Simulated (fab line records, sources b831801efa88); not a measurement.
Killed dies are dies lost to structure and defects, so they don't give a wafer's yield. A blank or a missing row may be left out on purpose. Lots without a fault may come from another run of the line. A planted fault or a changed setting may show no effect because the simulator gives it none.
Which tool did it? | flow sky130 | 14 lots, 40 wafers sampled, at 2 steps of a route of 708

WHAT THE GAUGES READ, wafer by wafer
The record holds no reading of a measuring or inspecting step that can be judged against a usual standard deviation.

WHICH TOOL RAN EACH LOT (tool, then ch and the chambers of the sampled wafers, then the start)
lot  | SKY_VT_ADJUST_NCORE_SOFTBAKE_03   | SKY_PAD_OPEN_PROBE_99
L120 | litho_track-03 ch 0, day 8 04:41  | -
L121 | litho_track-04 ch 0, day 8 13:40  | -
L122 | litho_track-03 ch 0, day 8 19:20  | -
L123 | litho_track-02 ch 0, day 9 02:14  | -
L124 | litho_track-03 ch 0, day 9 07:20  | -
L128 | litho_track-03 ch 0, day 11 05:05 | -
L127 | litho_track-02 ch 0, day 11 05:14 | -
L129 | litho_track-04 ch 0, day 11 08:49 | -
L130 | litho_track-04 ch 0, day 11 14:37 | -
L132 | litho_track-03 ch 0, day 12 06:54 | prober-02, day 49 14:14
L133 | litho_track-04 ch 0, day 12 08:22 | prober-02, day 49 13:44
L135 | litho_track-02 ch 0, day 12 20:49 | -
L136 | litho_track-03 ch 0, day 13 01:08 | -
L137 | litho_track-03 ch 0, day 13 11:35 | -
- SKY_VT_ADJUST_NCORE_SOFTBAKE_03: time 60 s.
- SKY_PAD_OPEN_PROBE_99

WHAT THE TOOLS THEMSELVES READ (means of the sampled wafers that have a number; where no wafer has one, the mark that the record gives instead)
SKY_VT_ADJUST_NCORE_SOFTBAKE_03. Usual: heater_power_total_W 56.60 W, standard deviation 0.049; run_length_s 88.93 s, standard deviation 0.23.
lot  | tool           | heater_power_total_W (W) | run_length_s (s) | flag
L120 | litho_track-03 | 56.66                    | 88.84            |
L121 | litho_track-04 | 56.59                    | 88.88            |
L122 | litho_track-03 | 56.58                    | 88.80            |
L123 | litho_track-02 | 56.57                    | 89.42            |
L124 | litho_track-03 | 56.61                    | 88.84            |
L128 | litho_track-03 | 56.62                    | 88.88            |
L127 | litho_track-02 | 56.60                    | 89.29            |
L129 | litho_track-04 | 56.60                    | 88.80            |
L130 | litho_track-04 | 56.61                    | 88.79            |
L132 | litho_track-03 | 56.63                    | 88.85            |
L133 | litho_track-04 | 56.59                    | 88.82            |
L135 | litho_track-02 | 56.57                    | 89.30            |
L136 | litho_track-03 | 57.71                    | 85.43            | OFF
L137 | litho_track-03 | 57.77                    | 85.36            | OFF

SKY_PAD_OPEN_PROBE_99. Usual: killed_at_M0_to_M3 44, standard deviation 7.7; killed_at_M4_up 3.0, standard deviation 1.9; killed_at_contacts 25, standard deviation 5.6; killed_at_front_end 15, standard deviation 4.6; killed_at_other 0.3, standard deviation 0.47; killed_dies 86, standard deviation 9.9; killed_open 47, standard deviation 7.4; killed_short 39, standard deviation 5.9.
lot  | tool      | killed_at_M0_to_M3 | killed_at_M4_up | killed_at_contacts | killed_at_front_end | killed_at_other | killed_dies | killed_open | killed_short | flag
L132 | prober-02 | 34                 | 3.0             | 28                 | 8                   | 0.0             | 73          | 40          | 33           |
L133 | prober-02 | 51                 | 5.0             | 23                 | 15                  | 0.7             | 95          | 52          | 42           |

THE ANSWER, worked out from the rows above alone
Rule: a lot is off if the mean of its wafers that have a number lies more than 3 standard deviations from the usual mean. A lot without any number at a reading at which 4 lots or more have one is off too. The other lots that the step has rows for count as sound. The gauges are gone through in route order, then the tools' own readings, and for those a lot's mean is taken as printed above. The first step at which some lot is off is used, and at that step the reading that is off furthest; a lot without a number counts as furthest.
Off: L136, L137, at SKY_VT_ADJUST_NCORE_SOFTBAKE_03 (heater_power_total_W).
A tool fits if, at that step or a process step before it, it ran every lot that is off, and no sound lot after the first of them. One fits: litho_track-03 at SKY_VT_ADJUST_NCORE_SOFTBAKE_03. Its last sound lot is L132 (day 12 06:54), its first lot that is off L136 (day 13 01:08): a fault that began between those two fits.
The tool's own readings at SKY_VT_ADJUST_NCORE_SOFTBAKE_03 bear it out: on the lots that are off they differ by more than 5 times the standard deviation of the sound lots' means. heater_power_total_W reads 57.74 W there against 56.60 W on the sound lots; run_length_s reads 85.40 s there against 88.96 s on the sound lots.

WHAT THE SIMULATOR HAD PUT IN
Process parameter drift: litho_track-03, from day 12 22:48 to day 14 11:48, at SKY_VT_ADJUST_NCORE_SOFTBAKE_03. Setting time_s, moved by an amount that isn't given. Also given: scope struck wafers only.
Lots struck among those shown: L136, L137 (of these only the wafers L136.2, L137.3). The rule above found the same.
